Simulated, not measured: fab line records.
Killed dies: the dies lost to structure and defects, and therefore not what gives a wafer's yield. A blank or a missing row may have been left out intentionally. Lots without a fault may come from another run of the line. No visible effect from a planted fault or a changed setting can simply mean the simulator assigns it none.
One fault through the eyes of 2 desks || flow gf180mcu || every desk sees just its own numbers, and what lay behind them comes last

## FROM THE METROLOGY DESK
Means of the sampled wafers that have a number, per lot and without regard to the tool the lot ran on: this is what the gauges read. If a lot's mean is further than 4 standard deviations from the usual mean, the lot is out of limits and carries the mark OUT (the distance appears in the brackets).
Columns: A = cdNm at GF_HV_LDD_CD_MEAS_31, usual 399.7 nm; B = HV_LDD_02_OVL at GF_HV_LDD_OVL_MEAS_32, usual -1.0 nm; C = HV_LDD_3_TW at GF_HV_LDD_TW_MEAS_38, usual 1436
{"lot": "L247", "first seen here": "day 12 16:42", "A": 400.5, "B": -1.1, "C": 1455}
{"lot": "L257", "first seen here": "day 15 17:15", "A": 399.1, "B": -1.4, "C": 1429}
{"lot": "L261", "first seen here": "day 17 00:19", "A": 397.5, "B": -0.5, "C": 1414}
{"lot": "L262", "first seen here": "day 17 14:05", "A": 398.7, "B": -0.3, "C": 1412}
{"lot": "L266", "first seen here": "day 18 19:38", "A": 396.6, "B": -1.5, "C": 1425}
{"lot": "L267", "first seen here": "day 19 02:42", "A": 401.2, "B": -0.5, "C": 1451}
This desk found nothing out of limits on any of the 6 lots.

## THE TOOL OWNER'S DESK: ilineStepper-01
The tool's own readings at GF_HV_LDD_EXPOSE_43 (exposes mask Pplus HV AREA, target cd 400 nm): means of the sampled wafers that have a number, for each lot that ran on this tool. If a lot's mean is further than 4 standard deviations from the usual mean, the lot is out of limits and carries the mark OUT (the distance appears in the brackets).
Columns: A = exposureDoseMJCm2 at GF_HV_LDD_EXPOSE_43, usual 139.98; B = focusOffsetNm at GF_HV_LDD_EXPOSE_43, usual 0.0 nm; C = stageVelMmS at GF_HV_LDD_EXPOSE_43, usual 500.01 mm/s
{"lot": "L247", "first seen here": "day 13 03:17", "A": 139.97, "B": 0.4, "C": 499.64}
{"lot": "L257", "first seen here": "day 16 05:09", "A": 139.89, "B": -0.1, "C": 499.94}
{"lot": "L267", "first seen here": "day 19 15:44", "A": 139.99, "B": -0.1, "C": 500.00}
This desk found nothing out of limits on any of the 3 lots.

## BROUGHT TOGETHER
The metrology desk saw nothing out of limits.
Nothing out of limits was seen by the tool owner's desk.

## WHAT WAS PUT IN BY THE SIMULATOR
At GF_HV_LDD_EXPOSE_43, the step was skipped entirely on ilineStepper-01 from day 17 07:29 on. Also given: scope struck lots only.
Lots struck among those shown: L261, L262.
